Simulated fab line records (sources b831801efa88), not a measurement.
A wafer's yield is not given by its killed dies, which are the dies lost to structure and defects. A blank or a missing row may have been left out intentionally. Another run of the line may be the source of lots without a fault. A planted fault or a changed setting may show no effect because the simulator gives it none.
Problem report, 8D (eight disciplines) form, completed by code | flow sky130 | the parts of the form that need people (team, actions taken, sign-off) are left out

## 1. THE PROBLEM
Across 6 wafers from 2 lots, VT_ADJUST_NCORE_TW at SKY_VT_ADJUST_NCORE_TW_MEAS_11 averages 141.5, while fault-free wafers read 218.1 with a standard deviation of 1.9. That is -40 standard deviations from the usual mean.
First seen on wafer L937.1, day 13 06:01, on film_metro-03. The record has a number at this step for 42 wafers belonging to 14 lots. The rule behind "out" and "out of limits": a value lying over 4 standard deviations away from the usual mean. All remaining wafers that have a number are taken as sound.

## 2. WHAT IT IS AND WHAT IT IS NOT
question                    | is                     | is not
which readings at this step | VT_ADJUST_NCORE_TW     | -
which lots                  | L937, L939             | L921, L922, L923, L924, L927, L929, L930, L931, L932, L933, L940, L944
which wafers of those lots  | all that have a number | -
read on which gauges        | film_metro-03          | film_metro-01, film_metro-02
when                        | from day 13 06:01      | up to then (30 sound wafers); but 6 sound wafers of L940, L944 came after

## 3. THE SUSPECTS, EACH WITH WHAT RULES IT OUT
Counting: any tool at a process step up to the reading is kept as a suspect provided that every lot that is out went through it and no sound lot did after the first of them.
- the gauge at SKY_VT_ADJUST_NCORE_TW_MEAS_11 is ruled out. All the wafers that are out were read on film_metro-03, but those of them that SKY_VT_ADJUST_NCORE_IMPLANT_09 has rows for are out there too, on other tools.
- implanter-01 at SKY_VT_ADJUST_NCORE_IMPLANT_09: kept. It ran every lot that is out, first L937 (day 13 05:46), and no sound lot after that; its last sound lot up to then is L927 (day 10 07:59). Its own dose_ions_cm2, faraday_current_uA readings are out on those wafers.
After counting, what remains is implanter-01 at SKY_VT_ADJUST_NCORE_IMPLANT_09.

## 4. THE CAUSE (what the simulator had put in)
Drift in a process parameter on implanter-01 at SKY_VT_ADJUST_NCORE_IMPLANT_09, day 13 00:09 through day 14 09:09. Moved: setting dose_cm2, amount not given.
Only this tool survived the counting.

## 5. THE EFFECT CHAIN, in route order
Rows list readings where the struck wafers' mean (over those with a number) sits beyond 3 standard deviations from the usual. Only readings for which the record gives a usual standard deviation are gone through. hours: the time from each lot's start at the first step in this table that gives one to its start at this step, as a median over the lots. sigmas: the change in usual standard deviations.
hours | step                           | reading            | usual      | on struck wafers | change      | sigmas
0     | SKY_VT_ADJUST_NCORE_IMPLANT_09 | dose_ions_cm2      | 2.4001e+12 | 4.8105e+11       | -1.9190e+12 | -99 or more
0     | SKY_VT_ADJUST_NCORE_IMPLANT_09 | faraday_current_uA | 13.58      | 2.68             | -10.90      | -39
0     | SKY_VT_ADJUST_NCORE_TW_MEAS_11 | VT_ADJUST_NCORE_TW | 218.1      | 141.5            | -76.6       | -40
The process steps in it:
- SKY_VT_ADJUST_NCORE_IMPLANT_09
At these later measuring or inspecting steps, every struck wafer for which the step has a row has a number for every such reading, and none has moved that far: SKY_LI_CONTACT_CD_MEAS_12.

## 6. HOW IT WOULD HAVE BEEN CAUGHT EARLIER
6 hours passed between the start of the fault at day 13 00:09 and the first reading out of limits at a measuring or inspecting step in this record, taken at day 13 06:01.
Tool's own readings at SKY_VT_ADJUST_NCORE_IMPLANT_09, dose_ions_cm2, faraday_current_uA: out on all struck wafers the step has rows for; an alarm limit on them would have tripped on the first.
Among the 2 lots that are out, L939 began SKY_VT_ADJUST_NCORE_IMPLANT_09 on implanter-01 after day 13 06:01. Putting the tool on hold at that point would have spared it.
